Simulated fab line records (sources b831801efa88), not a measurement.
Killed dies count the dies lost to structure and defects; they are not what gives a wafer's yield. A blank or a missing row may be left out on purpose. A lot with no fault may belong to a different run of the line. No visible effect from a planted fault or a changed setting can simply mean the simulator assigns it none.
Matching of chambers + flow sky130 + SKY_CAP2M_CVD_00 on pecvd-01 has 3 sister chambers
The step deposits SiO2, target thk 15.5 nm. 6 wafers are shown with their chamber, then 8 later ones without.

## EACH WAFER AND ITS CHAMBER
| wafer  | chamber | heaterPowerW (W) |
|--------|---------|------------------|
| L079.4 | 1       | 643              |
| L085.4 | 0       | 660              |
| L085.5 | 0       | 650              |
| L084.4 | 2       | 568              |
| L084.5 | 2       | 548              |
| L088.3 | 1       | 652              |

## WAFERS WITH NO CHAMBER GIVEN
| wafer  | heaterPowerW (W) |
|--------|------------------|
| L088.4 | 603              |
| L088.5 | 619              |
| L093.3 | 608              |
| L093.4 | 615              |
| L093.5 | 506              |
| L097.1 | 633              |
| L097.3 | 628              |
| L097.4 | 619              |

## EACH ONE'S CHAMBER
| wafer  | from the rows above          | in truth |
|--------|------------------------------|----------|
| L088.4 | can't be placed: 1 or 2 or 0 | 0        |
| L088.5 | can't be placed: 1 or 0      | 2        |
| L093.3 | can't be placed: 1 or 0 or 2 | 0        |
| L093.4 | can't be placed: 1 or 0      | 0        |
| L093.5 | 2                            | 2        |
| L097.1 | can't be placed: 1 or 0      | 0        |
| L097.3 | can't be placed: 1 or 0      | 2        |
| L097.4 | can't be placed: 1 or 0      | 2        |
Correct placement for 1 of the 8. Unplaceable from these rows: 7, with the true chamber sitting among the candidates in 4. Number placed wrongly: 0.
How it was worked out, from the rows above alone: a wafer's distance from a chamber is the root of the sum, over the readings, of the square of ((its reading less the chamber's mean) divided by the reading's scatter). If the next closest chamber is less than 2 further off than the closest, the wafer can't be placed; otherwise it belongs to the closest. The mean given for a chamber averages the wafers shown for that chamber. The scatter is the square root of a quotient: the sum, over the shown wafers, of each reading's squared deviation from its chamber's mean, divided by wafers minus chambers.
